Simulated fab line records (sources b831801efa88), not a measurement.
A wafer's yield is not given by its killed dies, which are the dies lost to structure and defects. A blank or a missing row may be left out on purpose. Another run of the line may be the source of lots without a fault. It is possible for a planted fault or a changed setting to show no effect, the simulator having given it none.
Which tool was responsible? -- flow sky130 -- 12 lots, 35 wafers sampled, at 5 steps of a route of 708

== WHAT THE GAUGES SHOWED, per wafer ==
SKY_METAL5_THK_MEAS_06: measures by xrf. Usual: METAL5_ALCU_THK gives 1161 nm (standard deviation 15).
lot,measured,on,METAL5_ALCU_THK (nm),flag
L160,day 44 23:55,filmMetro-03,1172 1165 1166,
L161,day 45 00:49,filmMetro-03,1174 1162 1158,
L162,day 45 01:29,filmMetro-02,1183 1181 1161,
L163,day 45 04:21,filmMetro-03,1161 1151 1160,
L165,day 45 15:31,filmMetro-01,1172 1164 1173,
L164,day 45 16:13,filmMetro-02,1162 1157 1161,
L169,day 46 21:09,filmMetro-01,1168 1171 1183,
L171,day 47 09:40,filmMetro-03,1157 1149,
L176,day 48 13:06,filmMetro-03,1182 1163 1168,
L177,day 48 20:07,filmMetro-03,1172 1171 1177,
L178,day 48 22:08,filmMetro-02,1153 1139 1136,
L179,day 48 23:23,filmMetro-03,1149 1140 1131,

== WHICH TOOL RAN EACH LOT (tool, then ch and the chambers of the sampled wafers, then the start) ==
lot,SKY_METAL4_SPUTTER_00,SKY_METAL4_SPUTTER_03,SKY_VIA4_COAT_06,SKY_VIA4_STRIP_13
L160,"pvdSputter-04, day 41 20:06","pvdSputter-04, day 41 20:11","lithoTrack-04 ch 0, day 44 10:50","plasmaAsher-01 ch 0,1, day 44 22:14"
L161,"pvdSputter-04, day 41 21:58","pvdSputter-04, day 41 22:03","lithoTrack-01 ch 0, day 44 12:11","plasmaAsher-01 ch 0,1, day 44 23:14"
L162,"pvdSputter-03, day 41 22:36","pvdSputter-03, day 41 22:41","lithoTrack-01 ch 0, day 44 12:48","plasmaAsher-01 ch 0,1, day 44 23:54"
L163,"pvdSputter-04, day 42 02:30","pvdSputter-04, day 42 02:35","lithoTrack-04 ch 0, day 44 15:26","plasmaAsher-04 ch 0,1, day 45 02:44"
L165,"pvdSputter-03, day 42 14:58","pvdSputter-03, day 42 15:02","lithoTrack-04 ch 0, day 45 02:22","plasmaAsher-01 ch 0,1, day 45 13:56"
L164,"pvdSputter-04, day 42 15:38","pvdSputter-04, day 42 15:43","lithoTrack-03 ch 0, day 45 02:56","plasmaAsher-04 ch 0,1, day 45 14:39"
L169,"pvdSputter-04, day 43 22:03","pvdSputter-04, day 43 22:08","lithoTrack-04 ch 0, day 46 08:16","plasmaAsher-02 ch 0,1, day 46 19:30"
L171,"pvdSputter-04, day 44 12:35","pvdSputter-04, day 44 12:41","lithoTrack-04 ch 0, day 46 20:56","plasmaAsher-01 ch 0,1, day 47 08:03"
L176,"pvdSputter-01, day 45 18:14","pvdSputter-01, day 45 18:20","lithoTrack-03 ch 0, day 48 01:08","plasmaAsher-04 ch 0,1, day 48 11:32"
L177,"pvdSputter-03, day 46 02:08","pvdSputter-03, day 46 02:14","lithoTrack-03 ch 0, day 48 09:16","plasmaAsher-04 ch 0,1, day 48 18:32"
L178,"pvdSputter-04, day 46 04:05","pvdSputter-04, day 46 04:11","lithoTrack-03 ch 0, day 48 10:50","plasmaAsher-01 ch 0,1, day 48 20:32"
L179,"pvdSputter-01, day 46 06:29","pvdSputter-01, day 46 06:34","lithoTrack-03 ch 0, day 48 12:38","plasmaAsher-01 ch 0,1, day 48 21:45"
- SKY_METAL4_SPUTTER_00: material Ti, target thk 15 nm, time 10 s.
- SKY_METAL4_SPUTTER_03: material Ti, target thk 5 nm, time 3.3 s.
- SKY_VIA4_COAT_06: resist thk 1140 nm.
- SKY_VIA4_STRIP_13: strips in O2/N2.

== WHAT THE TOOLS THEMSELVES READ (means of the sampled wafers that have a number; where no wafer has one, the mark that the record gives instead) ==
SKY_METAL4_SPUTTER_00. Usual: throttleValvePct at 29.8 %, with a standard deviation of 1.3.
lot,tool,throttleValvePct (%),flag
L160,pvdSputter-04,29.6,
L161,pvdSputter-04,29.5,
L162,pvdSputter-03,30.2,
L163,pvdSputter-04,28.3,
L165,pvdSputter-03,30.0,
L164,pvdSputter-04,29.1,
L169,pvdSputter-04,28.8,
L171,pvdSputter-04,30.4,
L176,pvdSputter-01,31.4,
L177,pvdSputter-03,30.3,
L178,pvdSputter-04,29.6,
L179,pvdSputter-01,31.7,

SKY_METAL4_SPUTTER_03. Usual: throttleValvePct at 29.8 %, with a standard deviation of 1.3.
lot,tool,throttleValvePct (%),flag
L160,pvdSputter-04,29.6,
L161,pvdSputter-04,29.7,
L162,pvdSputter-03,30.2,
L163,pvdSputter-04,28.2,
L165,pvdSputter-03,30.0,
L164,pvdSputter-04,29.1,
L169,pvdSputter-04,28.8,
L171,pvdSputter-04,30.4,
L176,pvdSputter-01,31.4,
L177,pvdSputter-03,30.3,
L178,pvdSputter-04,29.6,
L179,pvdSputter-01,31.6,

SKY_VIA4_STRIP_13. Usual: drypumpMotorCurrentA 5.6 A, standard deviation 0.52; oesProductAu 0.710 a.u., standard deviation 0.0044; stripTimeToEndpointS 12.803 s, standard deviation 0.026.
lot,tool,drypumpMotorCurrentA (A),oesProductAu (a.u.),stripTimeToEndpointS (s),flag
L160,plasmaAsher-01,5.6,0.707,12.771,
L161,plasmaAsher-01,5.5,0.709,12.802,
L162,plasmaAsher-01,5.6,0.714,12.793,
L163,plasmaAsher-04,6.3,0.708,12.790,
L165,plasmaAsher-01,5.3,0.715,12.776,
L164,plasmaAsher-04,6.3,0.712,12.790,
L169,plasmaAsher-02,5.4,0.707,12.440,OFF
L171,plasmaAsher-01,5.5,0.715,12.527,OFF
L176,plasmaAsher-04,6.2,0.707,12.813,
L177,plasmaAsher-04,6.2,0.710,12.808,
L178,plasmaAsher-01,5.3,0.710,12.815,
L179,plasmaAsher-01,5.3,0.709,12.802,

== THE ANSWER, worked out from the rows above alone ==
Rule: a lot counts as off when the mean over its wafers that have a number is more than 3 standard deviations away from the usual mean. A lot without any number at a reading at which 4 lots or more have one is off too. All remaining lots with rows at the step are treated as sound. After the gauges, taken in route order, come the tools' own readings; for these a lot's mean is taken, as printed above. The first step at which some lot is off is used, and at that step the reading that is off furthest; a lot without a number counts as furthest.
Off: L169, L171 (SKY_VIA4_STRIP_13, stripTimeToEndpointS).
A tool fits if, at that step or a process step before it, it ran every lot that is off, and no sound lot after the first of them. One fits: SKY_VIA4_COAT_06 on lithoTrack-04. A fault onset in the window from L165 (day 45 02:22, its last sound lot) to L169 (day 46 08:16, its first lot off) fits.

== WHAT THE SIMULATOR HAD INSERTED ==
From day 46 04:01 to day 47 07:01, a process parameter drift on lithoTrack-04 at SKY_VIA4_COAT_06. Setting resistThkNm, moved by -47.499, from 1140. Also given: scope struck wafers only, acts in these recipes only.
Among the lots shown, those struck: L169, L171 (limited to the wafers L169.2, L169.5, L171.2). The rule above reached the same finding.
